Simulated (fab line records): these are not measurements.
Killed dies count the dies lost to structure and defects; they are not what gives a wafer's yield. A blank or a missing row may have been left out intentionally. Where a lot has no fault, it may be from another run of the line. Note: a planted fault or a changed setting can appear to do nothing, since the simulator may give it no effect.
Problem report, 8D (eight disciplines) form, completed by code | flow gf180mcu | the parts of the form that need people (team, actions taken, sign-off) are left out

## 1. THE PROBLEM
At GF_PSD_CLEAN_12, run-length-s averages 42 s over 6 wafers from 2 lots, while fault-free wafers read 178 s, standard deviation 3.6. Measured from the usual mean, that is -38 standard deviations.
The step: cleans in SC1/SC2, time 150 s.
Earliest sighting: wafer L150.1 on wet-bench-03 at day 21 11:31. At this step, 42 wafers from 14 lots have a number in the record. Rule for "out", or "out of limits": more than 4 standard deviations from the usual mean. The other wafers with a number count as sound.

## 2. WHAT IT IS AND WHAT IT IS NOT
question                    | is                     | is not
which readings at this step | run-length-s           | -
which lots                  | L150, L152             | L131, L132, L133, L134, L135, L136, L137, L138, L139, L140, L141, L143
which wafers of those lots  | all that have a number | -
read on which tools         | wet-bench-03           | wet-bench-01, wet-bench-02
when                        | from day 21 11:31      | up to then (36 sound wafers)

## 3. WHAT RULES OUT EACH SUSPECT
Counting: a tool stays on the suspect list if, at a process step up to the reading, it processed all lots that are out and no sound lot following the first of them.
- wet-bench-03 at GF_PSD_CLEAN_12 (cleans in SC1/SC2, time 150 s): kept. Every lot that is out went through it, starting with L150 (day 21 11:31), and after that it ran no sound lot; the last sound lot it ran before then is L143 (day 18 16:19). Its own run-length-s readings are out on those wafers.
Remaining after the count: wet-bench-03 at GF_PSD_CLEAN_12.

## 4. THE CAUSE (what the simulator had put in)
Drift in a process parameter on wet-bench-03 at GF_PSD_CLEAN_12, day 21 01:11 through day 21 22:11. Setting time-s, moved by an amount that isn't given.
This tool alone remained once counting was done.

## 5. THE EFFECT CHAIN, in route order
Each row: a reading where the mean over the struck wafers with a number is more than 3 standard deviations away from the usual. Readings are gone through only where the record gives a usual standard deviation; hours: the median, over the lots, of the time from a lot's start at the first step in this table giving one to that lot's start at this step; sigmas: the change measured in usual standard deviations.
hours | step            | reading      | usual | on struck wafers | change | sigmas
0     | GF_PSD_CLEAN_12 | run-length-s | 178 s | 42               | -136   | -38
Its process steps:
- GF_PSD_CLEAN_12: cleans in SC1/SC2, time 150 s.

## 6. WHAT WOULD HAVE CAUGHT IT SOONER
The fault began at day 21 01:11; the first out-of-limits reading in this record came at day 21 11:31, 10 hours later.
